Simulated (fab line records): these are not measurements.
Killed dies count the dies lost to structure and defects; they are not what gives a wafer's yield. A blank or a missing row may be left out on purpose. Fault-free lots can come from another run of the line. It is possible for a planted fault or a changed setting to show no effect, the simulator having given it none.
Matching of chambers :: flow gf180mcu :: rieDiel-03 running GF_V3_ETCH_16: 4 sister chambers
The step etches BARC in N2/H2. 8 wafers are shown with their chamber, then 7 later ones without.

== EACH WAFER AND ITS CHAMBER ==
wafer: L220.2
chamber: 1
drypumpMotorCurrentA (A): 6.2
throttleValvePct (%): 13.228

wafer: L221.4
chamber: 3
drypumpMotorCurrentA (A): 5.9
throttleValvePct (%): 13.226

wafer: L221.6
chamber: 2
drypumpMotorCurrentA (A): 5.2
throttleValvePct (%): 13.232

wafer: L235.2
chamber: 0
drypumpMotorCurrentA (A): 5.9
throttleValvePct (%): 13.226

wafer: L235.4
chamber: 3
drypumpMotorCurrentA (A): 5.9
throttleValvePct (%): 13.216

wafer: L235.6
chamber: 2
drypumpMotorCurrentA (A): 5.2
throttleValvePct (%): 13.212

wafer: L237.1
chamber: 1
drypumpMotorCurrentA (A): 6.1
throttleValvePct (%): 13.228

wafer: L237.2
chamber: 0
drypumpMotorCurrentA (A): 5.9
throttleValvePct (%): 13.212

== WAFERS WITHOUT THEIR CHAMBER ==
wafer: L237.3
drypumpMotorCurrentA (A): 5.2
throttleValvePct (%): 13.225

wafer: L238.2
drypumpMotorCurrentA (A): 5.2
throttleValvePct (%): 13.222

wafer: L238.4
drypumpMotorCurrentA (A): 5.9
throttleValvePct (%): 13.226

wafer: L238.5
drypumpMotorCurrentA (A): 5.9
throttleValvePct (%): 13.231

wafer: L239.2
drypumpMotorCurrentA (A): 6.1
throttleValvePct (%): 13.228

wafer: L239.4
drypumpMotorCurrentA (A): 6.1
throttleValvePct (%): 13.222

wafer: L239.5
drypumpMotorCurrentA (A): 5.9
throttleValvePct (%): 13.235

== CHAMBER TAKEN BY EACH ==
wafer: L237.3
from the rows above: 2
in truth: 2

wafer: L238.2
from the rows above: 2
in truth: 2

wafer: L238.4
from the rows above: can't be placed: 3 or 0
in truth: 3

wafer: L238.5
from the rows above: can't be placed: 3 or 0
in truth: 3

wafer: L239.2
from the rows above: 1
in truth: 1

wafer: L239.4
from the rows above: 1
in truth: 1

wafer: L239.5
from the rows above: can't be placed: 3 or 0
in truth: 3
Correctly placed: 4 of 7. Can't be placed from these rows: 3 (the true chamber is among the candidates in 3). Wrongly placed: 0.
How it was worked out, from the rows above alone: a wafer's distance from a chamber is the root of the sum, over the readings, of the square of ((its reading less the chamber's mean) divided by the reading's scatter). The wafer belongs to the nearest chamber; if the next one is less than 2 further off, it can't be placed. For every chamber, the mean is computed from those of its wafers that are shown. The scatter is the square root of a quotient: the sum, over the shown wafers, of each reading's squared deviation from its chamber's mean, divided by wafers minus chambers.
